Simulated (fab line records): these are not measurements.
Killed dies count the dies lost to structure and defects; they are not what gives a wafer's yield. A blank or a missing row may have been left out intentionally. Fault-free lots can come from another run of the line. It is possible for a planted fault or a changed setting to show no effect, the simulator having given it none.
Which tool is to blame? + flow sky130 + Sampling: 6 lots, 18 wafers, 3 of 708 route steps

WHAT THE GAUGES READ, wafer by wafer
SKY_VIA4_THK_MEAS_01.
| lot  | measured     | on           | VIA4_HDPCVD_THK (nm) |
|------|--------------|--------------|----------------------|
| L481 | day 42 15:35 | filmMetro-01 | 1764 1758 1747       |
| L484 | day 43 23:52 | filmMetro-03 | 1697 1683 1700       |
| L486 | day 44 01:20 | filmMetro-03 | 1748 1708 1730       |
| L492 | day 45 08:43 | filmMetro-04 | 1732 1748 1732       |
| L496 | day 46 12:40 | filmMetro-03 | 1709 1723 1712       |
| L501 | day 48 02:08 | filmMetro-01 | 1730 1742 1727       |

WHAT TOOL EACH LOT RAN ON (gives the tool, then ch and the chambers of the sampled wafers, and finally the start)
| lot  | SKY_FIELD_ISO_ETCH_14            | SKY_METAL4_STRIP_19                 |
|------|----------------------------------|-------------------------------------|
| L481 | rieDiel-03 ch 2,3, day 2 15:34   | plasmaAsher-03 ch 0,1, day 42 14:44 |
| L484 | rieDiel-03 ch 0,1,3, day 3 08:32 | plasmaAsher-02 ch 1, day 43 23:04   |
| L486 | rieDiel-03 ch 0,1,2, day 3 17:50 | plasmaAsher-02 ch 1, day 44 00:33   |
| L492 | rieDiel-04 ch 0,1, day 5 00:37   | plasmaAsher-03 ch 0,1, day 45 07:56 |
| L496 | rieDiel-04 ch 0,1,2, day 5 20:07 | plasmaAsher-03 ch 0,1, day 46 11:54 |
| L501 | rieDiel-04 ch 0,3, day 7 00:44   | plasmaAsher-01 ch 0,1, day 48 01:21 |
- SKY_FIELD_ISO_ETCH_14: etches BARC in N2/H2, stops on SiO2, time 45.9 s, target depth 60 nm.
- SKY_METAL4_STRIP_19: strips in O2/N2.

THE ANSWER, worked out from the rows above alone
Rule: the lots themselves supply what counts as usual. Put in order of their means at a reading, lots are off if they are a third of the lots or fewer, leave a main group of 4 or more, and stand apart from it by a gap of 3 or more times the standard deviation of the main group's means; of several such gaps the widest counts. If all means in a main group match to the digits the tables above print for the reading, that group is not used. Also off: a lot with no number at a reading for which 4 or more lots have one. Any other lot the step has rows for is counted as sound.
No lot is off on any of the readings shown, so nothing can be concluded from this.

WHAT WAS PUT IN BY THE SIMULATOR
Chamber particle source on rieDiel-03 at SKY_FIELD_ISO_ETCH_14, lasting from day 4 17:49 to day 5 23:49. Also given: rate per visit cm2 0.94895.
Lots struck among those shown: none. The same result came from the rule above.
